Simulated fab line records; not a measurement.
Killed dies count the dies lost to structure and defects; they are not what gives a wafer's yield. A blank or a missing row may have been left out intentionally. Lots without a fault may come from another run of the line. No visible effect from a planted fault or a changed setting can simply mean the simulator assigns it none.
Matching of chambers    flow sky130    pecvd-03 running SKY_PASSIVATION_CVD_02: 3 sister chambers
The step deposits Si3N4, target thk 540 nm. 18 wafers are shown with their chamber, then 9 later ones without.

EACH WAFER AND ITS CHAMBER
wafer   chamber  heater power w (W)
L076.1  1        760
L076.2  2        824
L076.4  0        715
L077.4  2        763
L077.5  0        727
L077.6  1        770
L078.1  0        702
L078.3  1        756
L078.6  1        767
L080.2  1        747
L080.4  0        679
L080.5  2        665
L084.1  2        752
L084.4  1        740
L084.6  2        809
L085.1  2        769
L085.4  0        572
L085.5  1        785

SIGNATURES (means of the wafers above)
reading         chamber 0  chamber 1  chamber 2  scatter within a chamber
heater power w  679.00     760.71     763.67     46.6
Rule: for a wafer and a chamber, the distance is found by dividing, reading by reading, the gap between the wafer's reading and the chamber's mean by the reading's scatter, squaring, summing and taking the root. If the next closest chamber is less than 2 further off than the closest, the wafer can't be placed; otherwise it belongs to the closest. How the scatter is found: for the shown wafers, subtract from each reading the mean of its chamber, square and add these, divide the total by (wafers less chambers), then take the root.

WAFERS MISSING THEIR CHAMBER
wafer   heater power w (W)
L089.1  620
L089.2  791
L089.5  679
L092.1  659
L092.5  653
L092.6  755
L094.2  806
L094.3  671
L094.4  686

WHICH CHAMBER EACH WENT THROUGH
wafer   from the rows above           in truth
L089.1  can't be placed: 0 or 1 or 2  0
L089.2  can't be placed: 2 or 1 or 0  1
L089.5  can't be placed: 0 or 1 or 2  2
L092.1  can't be placed: 0 or 1 or 2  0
L092.5  can't be placed: 0 or 1 or 2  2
L092.6  can't be placed: 1 or 2 or 0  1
L094.2  can't be placed: 2 or 1 or 0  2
L094.3  can't be placed: 0 or 1 or 2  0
L094.4  can't be placed: 0 or 1 or 2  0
Placed correctly: 0 of 9. Not placeable from these rows: 9 (in 9, the candidates include the true chamber). 0 placed wrongly.
